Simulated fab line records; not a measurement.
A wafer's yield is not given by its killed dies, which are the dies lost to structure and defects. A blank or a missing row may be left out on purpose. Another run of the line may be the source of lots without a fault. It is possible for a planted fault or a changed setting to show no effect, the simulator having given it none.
fab line records | flow gf180mcu
record lots=6 | wafers=18 | lastDay=33
route steps=602 shown VT_IMPLANT@115
lots untouched by any fault: they come from a run of this same line in which no faults occurred
startH: hours from the record's first day to the start of the lot's first wafer shown | waitH: hours since the lot's step before | " same as the row above | L1.1+2: one row covering several wafers at once | - no value, or no start given | * or withheld: withheld | < > ~ a bound
route shown NAME@n: NAME is a module with steps in the file, n the number in the route of the first one | usual: the fault-free wafers' mean and standard deviation | same: alike in all rows | chamber/n: place in a boat | sites: the reading at each site | _std_site: standard deviation across them | _edge_site: the outer-site mean with the inner-site mean subtracted | radiusMm: how far each site lies from the wafer's centre | mask NAME#n: copy n | behind: the most recent tool/chamber to have shaped the wafer | hold: reason for holding the lot/hours on hold/outcome of the hold | device: whichever transistor did not switch (one of n, p or np) | end of line: tests run on the same wafers once the route is complete | a step with no rows: only its recipe | killed: the dies lost at the first sort to structure and to defects; this is not the yield of the wafer | map: per-die view of a wafer (x killed, . not killed, _ where there is no die)
set.NAME: setting as actually run; set.NAME@STEP: the setting as run at that earlier step | model.NAME: the simulator's own value behind a step, which no gauge read
lots seen at some steps along the route; tables by step, rows by wafer
services: from which hour (startH, from the record's first day; less than 0 if before it) a tool's chamber was out of use, for how many hours, and why
## steps
# step GF_VT_IMPLANT_SOFTBAKE_25
# recipe tempC=90 | timeS=60 | resist=NOVOLAK
# step GF_VT_IMPLANT_EXPOSE_26
# recipe maskId=LVPWELL_HV_AREA | targetCdNm=860 | na=0.6 | sourceShape=conventional | sigmaOuter=0.6 | doseMj=140
# step GF_VT_IMPLANT_PEB_27
# recipe tempC=withheld | timeS=* | resist=NOVOLAK
# step GF_VT_IMPLANT_DEVELOP_28
# recipe developTimeS=60 | devTempC=23
# step GF_VT_IMPLANT_OVL_MEAS_29
# usual VT_IMPLANT_02_OVL=0.0/1.4
lot.wafer | tool       | chamber | startH | waitH | VT_IMPLANT_02_OVL[nm]
L508.1    | overlay-01 | -       | 155.37 | 0.1   | -2.1
L508.2    | "          | -       | "      | "     | -2.5
L508.4    | "          | -       | "      | "     | -1.1
L513.1    | overlay-02 | -       | 185.88 | 0.1   | -0.6
L513.5    | "          | -       | "      | "     | -0.5
L513.6    | "          | -       | "      | "     | -1.6
L517.3    | overlay-02 | -       | 213.34 | 0.1   | -1.1
L517.4    | "          | -       | "      | "     | 0.2
L517.6    | "          | -       | "      | "     | 0.2
L520.1    | overlay-01 | -       | 236.34 | 0.1   | 1.6
L520.4    | "          | -       | "      | "     | 1.2
L520.6    | "          | -       | "      | "     | 1.8
L523.3    | overlay-02 | -       | 257.09 | 0.1   | -0.1
L523.4    | "          | -       | "      | "     | -0.2
L523.6    | "          | -       | "      | "     | 0.6
L524.1    | overlay-01 | -       | 257.17 | 0.1   | -0.8
L524.3    | "          | -       | "      | "     | 0.2
L524.6    | "          | -       | "      | "     | 0.3
# step GF_VT_IMPLANT_IMPLANT_30
# recipe species=B | energyKev=25 | doseCm2=2.534e+12 | tiltDeg=7
# step GF_VT_IMPLANT_STRIP_31
# recipe chemistry=O2/N2 | powerW=1400 | pressureMtorr=1500 | platenTempC=250 | o2FlowSccm=3000 | n2FlowSccm=300 | overashFraction=0.5
# usual drypumpMotorCurrentA=5.8/0.37 | heaterPowerW=352/38 | oesProductAu=0.716/0.0046 | stripTimeToEndpointS=12.63/0.033
lot.wafer | tool           | chamber | startH | waitH | drypumpMotorCurrentA | heaterPowerW | oesProductAu | rfHoursCounterH | stripTimeToEndpointS
L508.1    | plasmaAsher-03 | 0       | 155.56 | 0.1   | 6.4                  | 355          | 0.710        | 4               | 12.62
L508.2    | "              | 1       | "      | "     | 5.6                  | 305          | 0.716        | 4               | 12.55
L508.4    | "              | 1       | "      | "     | 5.6                  | 309          | 0.714        | -               | 12.58
L513.1    | plasmaAsher-04 | 0       | 186.06 | 0.1   | 5.2                  | 429          | 0.710        | 51              | 12.61
L513.5    | "              | 0       | "      | "     | 5.2                  | 420          | 0.704        | -               | 12.60
L513.6    | "              | 1       | "      | "     | 5.7                  | 373          | 0.721        | -               | 12.63
L517.3    | plasmaAsher-02 | 0       | 213.54 | 0.1   | 5.6                  | 320          | 0.717        | -               | 12.60
L517.4    | "              | 1       | "      | "     | 6.0                  | 359          | 0.723        | -               | 12.65
L517.6    | "              | 1       | "      | "     | 6.0                  | 359          | 0.715        | -               | 12.67
L520.1    | plasmaAsher-02 | 1       | 236.52 | 0.1   | 6.0                  | 346          | 0.718        | 47              | 12.63
L520.4    | "              | 0       | "      | "     | 5.6                  | 313          | 0.719        | -               | 12.62
L520.6    | "              | 1       | "      | "     | 6.0                  | 342          | 0.712        | -               | 12.65
L523.3    | plasmaAsher-03 | 1       | 257.30 | 0.1   | 5.6                  | 312          | 0.719        | -               | 12.65
L523.4    | "              | 0       | "      | "     | 6.4                  | 350          | 0.712        | -               | 12.64
L523.6    | "              | 1       | "      | "     | 5.6                  | 311          | 0.718        | -               | 12.65
L524.1    | plasmaAsher-02 | 0       | 257.36 | 0.1   | 5.6                  | 311          | 0.719        | 50              | 12.70
L524.3    | "              | 0       | "      | "     | 5.6                  | 318          | 0.719        | -               | 12.65
L524.6    | "              | 0       | "      | "     | 5.6                  | 313          | 0.719        | -               | 12.65
# step GF_VT_IMPLANT_TW_MEAS_32
# usual VT_IMPLANT_3_TW=272/4.1
lot.wafer | tool         | chamber | startH | waitH | VT_IMPLANT_3_TW
L508.1    | filmMetro-01 | -       | 155.66 | 0.1   | 273
L508.2    | "            | -       | "      | "     | 271
L508.4    | "            | -       | "      | "     | 272
L513.1    | filmMetro-03 | -       | 186.16 | 0.1   | 273
L513.5    | "            | -       | "      | "     | 273
L513.6    | "            | -       | "      | "     | 271
L517.3    | filmMetro-03 | -       | 213.63 | 0.1   | 276
L517.4    | "            | -       | "      | "     | 276
L517.6    | "            | -       | "      | "     | 277
L520.1    | filmMetro-04 | -       | 236.62 | 0.1   | 268
L520.4    | "            | -       | "      | "     | 268
L520.6    | "            | -       | "      | "     | 268
L523.3    | filmMetro-04 | -       | 257.41 | 0.1   | 267
L523.4    | "            | -       | "      | "     | 267
L523.6    | "            | -       | "      | "     | 265
L524.1    | filmMetro-04 | -       | 257.46 | 0.1   | 265
L524.3    | "            | -       | "      | "     | 267
L524.6    | "            | -       | "      | "     | 265
# step GF_VT_IMPLANT_DEHYDRATE_33
# recipe tempC=200 | timeS=60
# step GF_VT_IMPLANT_HMDS_34
# recipe primeTimeS=60 | primeTempC=120
# step GF_VT_IMPLANT_COAT_35
# recipe resist=NOVOLAK | spinRpm=3000 | resistThkNm=1000
# step GF_VT_IMPLANT_SOFTBAKE_36
# recipe tempC=90 | timeS=60 | resist=NOVOLAK
# step GF_VT_IMPLANT_EXPOSE_37
# recipe maskId=Nwell_HV_AREA | targetCdNm=860 | na=0.6 | sourceShape=conventional | sigmaOuter=0.6 | doseMj=140
# usual exposureDoseMJCm2=140.00/0.14 | focusOffsetNm=0.0/0.48 | sigmaOuter=0.6/0
lot.wafer | tool            | chamber | startH | waitH | mask            | exposureDoseMJCm2 | focusOffsetNm | sigmaOuter
L508.1    | ilineStepper-02 | 0       | 163.89 | -     | Nwell_HV_AREA#0 | 139.95            | -0.6          | 0.6
L508.2    | "               | 0       | "      | "     | Nwell_HV_AREA#0 | 140.07            | -0.4          | 0.6
L508.4    | "               | 0       | "      | "     | Nwell_HV_AREA#0 | 139.98            | -0.1          | 0.6
L513.1    | ilineStepper-02 | 0       | 194.05 | -     | Nwell_HV_AREA#0 | 140.33            | -0.1          | 0.6
L513.5    | "               | 0       | "      | "     | Nwell_HV_AREA#0 | 140.17            | -0.1          | 0.6
L513.6    | "               | 0       | "      | "     | Nwell_HV_AREA#0 | 140.08            | -0.3          | 0.6
L517.3    | ilineStepper-02 | 0       | 222.23 | -     | Nwell_HV_AREA#0 | 139.91            | -0.1          | 0.6
L517.4    | "               | 0       | "      | "     | Nwell_HV_AREA#0 | 140.03            | 0.6           | 0.6
L517.6    | "               | 0       | "      | "     | Nwell_HV_AREA#0 | 140.35            | 0.2           | 0.6
L520.1    | ilineStepper-01 | 0       | 245.63 | -     | Nwell_HV_AREA#0 | 140.19            | 0.7           | 0.6
L520.4    | "               | 0       | "      | "     | Nwell_HV_AREA#0 | 140.05            | 0.8           | 0.6
L520.6    | "               | 0       | "      | "     | Nwell_HV_AREA#0 | 140.06            | 0.2           | 0.6
L523.3    | ilineStepper-02 | -       | 266.84 | -     | Nwell_HV_AREA#0 | -                 | -             | -
L523.4    | "               | -       | "      | "     | Nwell_HV_AREA#0 | -                 | -             | -
L523.6    | "               | -       | "      | "     | Nwell_HV_AREA#0 | -                 | -             | -
L524.1    | ilineStepper-01 | -       | 267.21 | -     | Nwell_HV_AREA#0 | -                 | -             | -
L524.3    | "               | -       | "      | "     | Nwell_HV_AREA#0 | -                 | -             | -
L524.6    | "               | -       | "      | "     | Nwell_HV_AREA#0 | -                 | -             | -
# step GF_VT_IMPLANT_PEB_38
# recipe tempC=withheld | timeS=* | resist=NOVOLAK
## services
tool            | chamber | startH | hours | kind
ilineStepper-01 | -       | 146.85 | 0.8   | repair
plasmaAsher-04  | -       | 175.00 | 3.5   | repair
plasmaAsher-04  | -       | 179.18 | 1.7   | repair
ilineStepper-02 | -       | 187.88 | 1.7   | pm
plasmaAsher-03  | -       | 197.43 | 6.9   | repair
ilineStepper-02 | -       | 205.93 | 2.1   | pm
ilineStepper-02 | -       | 208.01 | -     | consumableReplace:lamp
plasmaAsher-04  | -       | 221.25 | 3.4   | repair
plasmaAsher-03  | -       | 227.18 | 2.8   | pm
ilineStepper-02 | -       | 238.81 | 11.6  | repair
## key
firstSign step=GF_VT_IMPLANT_EXPOSE_37 | reading=toolRecord | direction=missing
effect none on later readings
metAt GF_VT_IMPLANT_EXPOSE_37
struckWafers L523.3,L523.4,L523.6,L524.1,L524.3,L524.6
laterRowsLeftOut L523.3,L523.4,L523.6,L524.1,L524.3,L524.6
sortLeftOut L523.3,L523.4,L523.6,L524.1,L524.3,L524.6
testerLeftOut L523,L524
onsetBetween 245.63 266.84
fault kind=skippedStepWhole | tool=ilineStepper-01,ilineStepper-02 | chamber=- | onsetH=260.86 | steps=GF_VT_IMPLANT_EXPOSE_37 | scope=struckLotsOnly
# testerLeftOut: of these lots the tester's yield and bins aren't shown, on N5 and GAA mostly nor the transistor test; their killed dies are dies lost to structure and defects alone, not to doping, threshold or leakage, so they don't give the yield
# sortLeftOut: the simulated sort isn't trusted on such a fault, so these wafers' sort isn't shown, and their yield isn't known
# laterRowsLeftOut: the simulator's readings of these wafers behind a module that went badly wrong aren't trusted and aren't shown, but for the sort
